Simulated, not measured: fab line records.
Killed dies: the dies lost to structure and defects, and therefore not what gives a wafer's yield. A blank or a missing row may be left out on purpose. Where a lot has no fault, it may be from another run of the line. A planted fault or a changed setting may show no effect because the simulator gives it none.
Problem report in the 8D (eight disciplines) form, filled by code    flow sky130    the parts of the form that need people (team, actions taken, sign-off) are left out

1. THE PROBLEM
spin-speed-rpm at SKY_RES_PROTECT_COAT_02 reads a mean of 2912.3 rpm on 9 wafers of 3 lots; wafers without a fault read 3000.1 rpm with a standard deviation of 2.6. That puts it -34 standard deviations away from the usual mean.
The step: resist thk 1140 nm.
First seen on wafer L401.2, day 22 09:37, on litho-track-01. The record has a number at this step for 45 wafers belonging to 15 lots. Rule for "out", or "out of limits": more than 4 standard deviations from the usual mean. The other wafers with a number count as sound.

2. WHAT THIS IS AND IS NOT
question                     is                      is not
which readings at this step  spin-speed-rpm          chill-plate-temp-C
which lots                   L400, L401, L403        L383, L384, L386, L387, L388, L389, L390, L391, L392, L393, L394, L402
which wafers of those lots   all that have a number  -
read on which tools          litho-track-01          litho-track-02, litho-track-03
when                         from day 22 09:37       up to then (33 sound wafers); but 3 sound wafers of L402 came after

3. WHAT RULES OUT EACH SUSPECT
Counting: a tool at any process step up to the reading remains a suspect when it ran all the lots that are out and ran no sound lot after the first of those.
- litho-track-01 at SKY_RES_PROTECT_COAT_02 (resist thk 1140 nm): kept. It ran every lot that is out, first L401 (day 22 09:37), and no sound lot after that; its last sound lot up to then is L394 (day 18 11:21). Out on those wafers are its own readings of spin-speed-rpm.
Left after counting: litho-track-01 at SKY_RES_PROTECT_COAT_02.

4. THE CAUSE (what the simulator had put in)
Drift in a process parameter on litho-track-01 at SKY_RES_PROTECT_COAT_02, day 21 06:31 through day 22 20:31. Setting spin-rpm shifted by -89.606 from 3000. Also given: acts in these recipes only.
Counting left only this tool.

5. THE EFFECT CHAIN, in route order
Rows list readings where the struck wafers' mean (over those with a number) sits beyond 3 standard deviations from the usual. Readings are gone through only where the record gives a usual standard deviation; hours: the median, over the lots, of the time from a lot's start at the first step in this table giving one to that lot's start at this step; sigmas: the change measured in usual standard deviations.
hours  step                      reading                   usual       on struck wafers  change  sigmas
0      SKY_RES_PROTECT_COAT_02   spin-speed-rpm            3000.1 rpm  2912.3            -87.8   -34
16     SKY_RES_PROTECT_STRIP_07  strip-time-to-endpoint-s  23.30 s     23.50             +0.20   +5.3
Process steps it contains:
- SKY_RES_PROTECT_COAT_02: resist thk 1140 nm.
- SKY_RES_PROTECT_STRIP_07: strips in O2/N2.

6. HOW IT WOULD HAVE BEEN CAUGHT EARLIER
27 hours passed between the start of the fault at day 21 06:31 and the first reading out of limits in this record, taken at day 22 09:37.
